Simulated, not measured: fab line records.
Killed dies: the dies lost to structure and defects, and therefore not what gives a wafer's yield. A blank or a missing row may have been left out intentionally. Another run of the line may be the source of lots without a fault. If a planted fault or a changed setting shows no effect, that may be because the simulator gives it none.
Matching of chambers | flow gf180mcu | cmp-01 running GF_V5_CMP_26: 4 sister chambers
The step polishes, stops on SiO2, t overpolish 15 s, target thk 0 nm. 4 wafers are shown with their chamber, then 8 later ones without.

WAFERS WITH THEIR CHAMBER
wafer  | chamber | motor-current-A (A)
L599.5 | 0       | 10.6
L603.6 | 3       | 10.2
L605.5 | 1       | 11.6
L612.2 | 2       | 9.2

WAFERS WITH NO CHAMBER GIVEN
wafer  | motor-current-A (A)
L612.5 | 9.1
L612.6 | 11.5
L613.1 | 10.8
L613.4 | 9.3
L613.5 | 9.0
L615.1 | 10.5
L615.3 | 10.5
L615.5 | 11.0

CHAMBER TAKEN BY EACH
wafer  | from the rows above     | in truth
L612.5 | 2                       | 2
L612.6 | 1                       | 1
L613.1 | 0                       | 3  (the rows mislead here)
L613.4 | 2                       | 2
L613.5 | 2                       | 2
L615.1 | can't be placed: 0 or 3 | 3
L615.3 | can't be placed: 0 or 3 | 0
L615.5 | can't be placed: 0 or 1 | 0
4 of 8 placed correctly. Not placeable from these rows: 3 (in 3, the candidates include the true chamber). Wrongly placed: 1.
How it was worked out, from the rows above alone: a wafer's distance from a chamber is the root of the sum, over the readings, of the square of ((its reading less the chamber's mean) divided by the reading's scatter). If the next closest chamber is less than 2 further off than the closest, the wafer can't be placed; otherwise it belongs to the closest. Each chamber's mean is taken over the wafers shown for it. The scatter: with one shown wafer a chamber, the root of the mean of the squares of how far each hidden wafer lies from its nearest shown one.
